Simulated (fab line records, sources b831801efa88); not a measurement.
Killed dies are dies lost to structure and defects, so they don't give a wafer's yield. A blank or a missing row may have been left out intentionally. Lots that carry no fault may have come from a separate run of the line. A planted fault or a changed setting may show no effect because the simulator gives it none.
A struck lot beside a sound one + flow sky130 + 18 out of 708 route steps
Sound: the wafers L917.1, L917.2, L917.6. Wafers struck: L932.2, L932.3, L932.6. The cause comes at the end.
At each step with rows: each side's tool, then ch and its chambers, then its first start. Under that, the readings that differ: sound wafers + struck wafers + difference of the means + sigmas: that difference in standard deviations of wafers without a fault.
alike: same words and numbers on both sides, and readings whose means sit less than 2 such deviations apart. not compared: any withheld reading, any reading some wafer has no value for, any bound like >300 that may hide the same value, and any number with overlapping values for which the record gives no deviation.
A row with sigmas, a row that says differs or no value, or rows on one side alone: a step with any of these is where the two part. Numbers that don't overlap but have no deviation are shown without sigmas and don't part them. A reading missing from all wafers of one side parts the sides only when that side holds two or more wafers.

first, 5 steps without rows for these wafers: SKY_VIA4_COAT_06 (resist thk 1140 nm); SKY_VIA4_SOFTBAKE_07 (time 60 s); SKY_VIA4_EXPOSE_08 (exposes mask VIM4, target cd 800 nm); SKY_VIA4_PEB_09; SKY_VIA4_DEVELOP_10 (develop time 60 s).
SKY_VIA4_OVL_MEAS_11:
  sound on overlay-02, day 42 21:17; struck on overlay-02, day 47 06:19
  alike: VIA4_OVL
SKY_VIA4_ETCH_12: etches SiO2 in C4F8/O2/Ar, stops on TiN, target depth 580 nm.
  sound on rie-diel-02 ch 0,1, day 42 21:20; struck on rie-diel-04 ch 0,1,2, day 47 06:20
  alike: bias-w, oes-product-au
SKY_VIA4_STRIP_13: strips in O2/N2.
  sound on plasma-asher-03 ch 0,1, day 42 21:24; struck on plasma-asher-02 ch 0,1, day 47 06:25
  alike: drypump-motor-current-A, oes-product-au, strip-time-to-endpoint-s
  not compared: rf-hours-counter-h
then, 3 steps without rows for these wafers: SKY_VIA4_STRIP_14 (strips in post etch residue remover, time 1200 s); SKY_VIA4_CLEAN_15 (cleans in IPA, time 180 s); SKY_VIA4_CLEAN_16 (cleans in O3/DIW).
SKY_VIA4_SPUTTER_17: material TiN, target thk 20 nm, time 80 s.
  sound on pvd-sputter-03, day 42 22:33; struck on pvd-sputter-03, day 47 07:06
  alike: throttle-valve-pct
SKY_VIA4_CVD_18: deposits W, target thk 505 nm, time 152.14 s.
  sound on cvd-w-01 ch 0,1, day 42 22:37; struck on cvd-w-01 ch 0,1, day 47 07:10
| reading                            | sound                | struck               | difference | sigmas      |
|------------------------------------|----------------------|----------------------|------------|-------------|
| susceptor-temp-C (C)               | 400.24 399.79 399.93 | 377.24 377.79 377.72 | -22.40     | -99 or more |
| model.W_of_VIA4_CVD_18.thk-nm (nm) | 500.9 502.6 500.9    | 336.7 339.4 336.3    | -164.0     |             |
  alike: heater-power-w
SKY_VIA4_RS_MEAS_19: measures by four-point-probe.
  sound on film-metro-04, day 42 22:46; struck on film-metro-02, day 47 07:37
| reading            | sound             | struck            | difference | sigmas |
|--------------------|-------------------|-------------------|------------|--------|
| VIA4_W_RS (ohm/sq) | 0.228 0.227 0.228 | 0.342 0.338 0.343 | +0.113     | +31    |
  not compared: hold
SKY_VIA4_THK_MEAS_20: measures by xrf.
  sound on film-metro-04, day 42 22:53; struck on film-metro-02, day 47 09:53
| reading         | sound       | struck      | difference | sigmas |
|-----------------|-------------|-------------|------------|--------|
| VIA4_W_THK (nm) | 506 507 506 | 339 341 337 | -167       | -18    |
  not compared: hold
SKY_VIA4_CMP_21: polishes, stops on SiO2, t overpolish 25 s, target thk 0 nm.
  sound on cmp-02 ch 1,2, day 42 23:10; struck on cmp-01 ch 1,2,3, day 47 14:33
| reading                | sound       | struck                                                                     | difference                   | sigmas |
|------------------------|-------------|----------------------------------------------------------------------------|------------------------------|--------|
| hold                   | - - -       | await-dispo/4.0h/release await-dispo/4.0h/release await-dispo/4.0h/release | no value on the sound wafers |        |
| time-to-endpoint-s (s) | 126 126 127 | 87 88 88                                                                   | -39                          | -7     |
  alike: motor-current-A
SKY_METAL5_SPUTTER_00: material Ti, target thk 15 nm, time 10 s.
  sound on pvd-sputter-02, day 42 23:25; struck on pvd-sputter-01, day 47 14:48
  alike: throttle-valve-pct
-- the record jumps here: 2 days lie between the struck wafers' starts before and after (it left off in module METAL5 and takes up again in module PAD_OPEN, whose first step shown is number 708 of the route) --
SKY_PAD_OPEN_PROBE_99:
  sound on prober-02, day 45 21:33; struck on prober-01, day 49 19:08
  alike: defect-limited-yield, killed_at_M0_to_M3, killed_at_M4_up, killed-at-contacts, killed-at-front-end, killed-at-other, killed-dies, killed-open, killed-short, sort_bin_3_pad_short, sort_bin_5_function, sort_bin_6_memory, sort-n-pass, sort-yield-pct

WHERE THEY PART
At SKY_VIA4_CVD_18 first; at SKY_VIA4_CMP_21 last (within this record only). Later steps at which nothing parts them and some readings are alike: SKY_METAL5_SPUTTER_00, SKY_PAD_OPEN_PROBE_99.

WHY: what the simulator had put in
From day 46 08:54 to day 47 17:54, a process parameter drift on cvd-w-01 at SKY_VIA4_CVD_18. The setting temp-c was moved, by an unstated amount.
